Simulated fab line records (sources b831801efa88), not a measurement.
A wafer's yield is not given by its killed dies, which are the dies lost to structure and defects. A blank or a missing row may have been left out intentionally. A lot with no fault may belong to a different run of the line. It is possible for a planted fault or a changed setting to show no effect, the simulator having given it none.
A struck lot beside a sound one ; flow gf180mcu ; 14 out of 602 route steps
Sound: these wafers, L529.1, L529.3, L529.4. Wafers struck: L523.2, L523.3, L523.5. At the end, the cause is stated.
At each step with rows: each side's tool, then ch and its chambers, then its first start. Under that, the readings that differ: sound wafers ; struck wafers ; difference of the means ; sigmas: that difference in standard deviations of wafers without a fault.
alike: readings whose means differ by less than 2 such deviations, and words and numbers that are the same on both sides. not compared: withheld readings, readings that some wafer has no value for, bounds like >300 that may hide the same value, and numbers for which the record gives no deviation and whose values overlap.
Wherever a step has rows on one side only, a row that says differs or no value, or a row with sigmas, the two part there. When numbers do not overlap yet have no deviation, they are printed without sigmas and do not part them. A reading that every wafer of one side lacks parts them only if that side has two wafers or more.

first, 2 steps without rows for these wafers: GF_MIM_PEB_17; GF_MIM_DEVELOP_18 (develop time 60 s).
GF_MIM_METAL_ETCH_19: etches the open film in Cl2/BCl3, stops on Si3N4, target depth 324.5 nm, time 54.1 s.
  sound on rie-metal-02 ch 1, day 30 23:04; struck on rie-metal-01 ch 1, day 29 08:16
reading;sound;struck;difference;sigmas
drypump-motor-current-A (A);5.1 5.2 5.1;6.1 6.1 6.0;+0.9;+2
  alike: oes-product-au, throttle-valve-pct
  not compared: rf-hours-counter-h
GF_MIM_STRIP_20: strips in O2/N2.
  sound on plasma-asher-02 ch 0,1, day 30 23:12; struck on plasma-asher-01 ch 0,1, day 29 08:20
  alike: drypump-motor-current-A, heater-power-w, o2-flow-sccm, oes-product-au, strip-time-to-endpoint-s
  not compared: rf-hours-counter-h
then, 8 steps without rows for these wafers: GF_MIM_STRIP_21 (strips in post etch residue remover, time 1200 s); GF_MIM_CLEAN_22 (cleans in DIW); GF_M5_DEHYDRATE_00 (time 60 s); GF_M5_HMDS_01 (prime time 60 s); GF_M5_COAT_02 (resist thk 1000 nm); GF_M5_SOFTBAKE_03 (time 58.61 s); GF_M5_EXPOSE_04 (exposes mask Metal5, target cd 280 nm); GF_M5_PEB_05 (peb time 90 s).
GF_M5_DEVELOP_06: develop time 60 s.
  struck on litho-track-03, day 30 03:53; sound on litho-track-03 ch 0, day 31 16:42
  no value came back on the struck wafers for chill-plate-temp-C (C), develop-time-s (s); on the sound wafers chill-plate-temp-C (C) reads 22.90 23.25 23.07
reading;sound;struck;difference;sigmas
model.KrF_of_M5_COAT_02.thk-nm (nm);984.7 986.7 987.7;1001 999.8 999.6;+14;
GF_M5_CD_MEAS_07 targets a cd of 280 nm.
  sound: cd-sem-02 at day 31 16:51; struck: cd-sem-01 at day 30 04:02
reading;sound;struck;difference;sigmas
cd-nm (nm);280.1 279.2 280.2;- - -;no value on the struck wafers;

WHERE THEY PART
Earliest at GF_MIM_METAL_ETCH_19; latest, in this record, at GF_M5_CD_MEAS_07.

WHY: what had been put in by the simulator
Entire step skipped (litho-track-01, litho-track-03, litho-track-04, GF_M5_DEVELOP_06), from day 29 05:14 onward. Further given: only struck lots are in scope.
